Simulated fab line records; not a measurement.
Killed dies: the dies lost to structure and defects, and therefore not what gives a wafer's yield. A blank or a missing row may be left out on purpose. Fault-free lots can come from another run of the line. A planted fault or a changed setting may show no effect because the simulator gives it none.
Struck lot and sound lot, side by side / flow sky130 / 27 steps out of a route of 708
Sound: wafers L214.2, L214.5, L214.6. Struck: wafers L219.3, L219.4, L219.6. The cause is given at the end.
For every step that has rows: the tool of each side, followed by ch and its chambers, followed by its first start. Under that, the readings that differ: sound wafers / struck wafers / difference of the means / sigmas: that difference in standard deviations of wafers without a fault.
alike: same words and numbers on both sides, and readings whose means sit less than 2 such deviations apart. not compared: any withheld reading, any reading some wafer has no value for, any bound like >300 that may hide the same value, and any number with overlapping values for which the record gives no deviation.
A row with sigmas, a row that says differs or no value, or rows on one side alone: a step with any of these is where the two part. Non-overlapping numbers with no deviation appear without sigmas and do not part them. A reading that every wafer of one side lacks parts them only if that side has two wafers or more.

first, 3 steps without rows for these wafers: SKY_LDD_N_EXPOSE_04 (exposes mask NTM, target cd 840 nm); SKY_LDD_N_PEB_05; SKY_LDD_N_DEVELOP_06 (develop time 60 s).
SKY_LDD_N_OVL_MEAS_07:
  sound: overlay-02 at day 17 16:57; struck: overlay-02 at day 20 04:31
  alike: LDD_N_OVL
then, 8 steps without rows for these wafers: SKY_LDD_N_IMPLANT_08; SKY_LDD_N_IMPLANT_09; SKY_LDD_N_IMPLANT_10; SKY_LDD_N_IMPLANT_11; SKY_LDD_N_IMPLANT_12; SKY_LDD_N_IMPLANT_13; SKY_LDD_N_IMPLANT_14; SKY_LDD_N_IMPLANT_15.
SKY_LDD_N_STRIP_16: strips in O2/N2.
  sound on plasma_asher-03 ch 0,1, day 17 18:11; struck on plasma_asher-04 ch 0,1, day 20 05:46
  no value came back on the struck wafers for any of 5 readings (chamber_pressure_mTorr (mTorr), drypump_motor_current_A (A) and others); on the sound wafers chamber_pressure_mTorr (mTorr) reads 1499.4 1499.9 1500.1
reading=model.NOVOLAK_of_LDD_N_COAT_02.thk_nm (nm); sound=0 0 0; struck=298.5 299.2 299; difference=+298.9; sigmas=
  not compared: rf_hours_counter_h
SKY_LDD_N_TW_MEAS_17:
  sound: film_metro-04 at day 17 18:17; struck: film_metro-02 at day 20 05:51
  alike: LDD_N_TW
then, 7 steps without rows for these wafers: SKY_LDD_P_DEHYDRATE_00 (time 60 s); SKY_LDD_P_HMDS_01 (prime time 60 s); SKY_LDD_P_COAT_02 (resist thk 1140 nm); SKY_LDD_P_SOFTBAKE_03 (time 60 s); SKY_LDD_P_EXPOSE_04 (exposes mask PSDM, target cd 380 nm); SKY_LDD_P_PEB_05; SKY_LDD_P_DEVELOP_06 (develop time 60 s).
SKY_LDD_P_CD_MEAS_07: the cd target is 380 nm.
  sound: cd_sem-01 at day 18 23:38; struck: cd_sem-02 at day 21 12:56
  alike: cd_nm
SKY_LDD_P_OVL_MEAS_08:
  sound: overlay-01 at day 18 23:44; struck: overlay-01 at day 21 13:02
  alike: LDD_P_OVL
next, for these wafers, 1 step has no rows: SKY_LDD_P_IMPLANT_09.
SKY_LDD_P_STRIP_10: strips in O2/N2.
  sound on plasma_asher-04 ch 0,1, day 18 23:55; struck on plasma_asher-04 ch 0,1, day 21 13:14
reading=strip_time_to_endpoint_s (s); sound=14.19 14.23 14.24; struck=18.71 18.73 18.72; difference=+4.50; sigmas=+99 or more
  alike: chamber_pressure_mTorr, drypump_motor_current_A, n2_flow_sccm, oes_product_au
  not compared: rf_hours_counter_h
SKY_LDD_P_TW_MEAS_11:
  sound: film_metro-03 at day 19 00:02; struck: film_metro-01 at day 21 13:19
reading=LDD_P_TW; sound=641 643 643; struck=29 30 30; difference=-613; sigmas=-85
then, 1 step without rows for these wafers: SKY_LDD_HVN_DEHYDRATE_00 (time 60 s).

## WHERE THEY PART
Earliest at SKY_LDD_N_STRIP_16; latest, in this record, at SKY_LDD_P_TW_MEAS_11.

WHY: whatever the simulator had introduced
Beginning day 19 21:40, the whole step at SKY_LDD_N_STRIP_16 was skipped on plasma_asher-04. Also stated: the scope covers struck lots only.
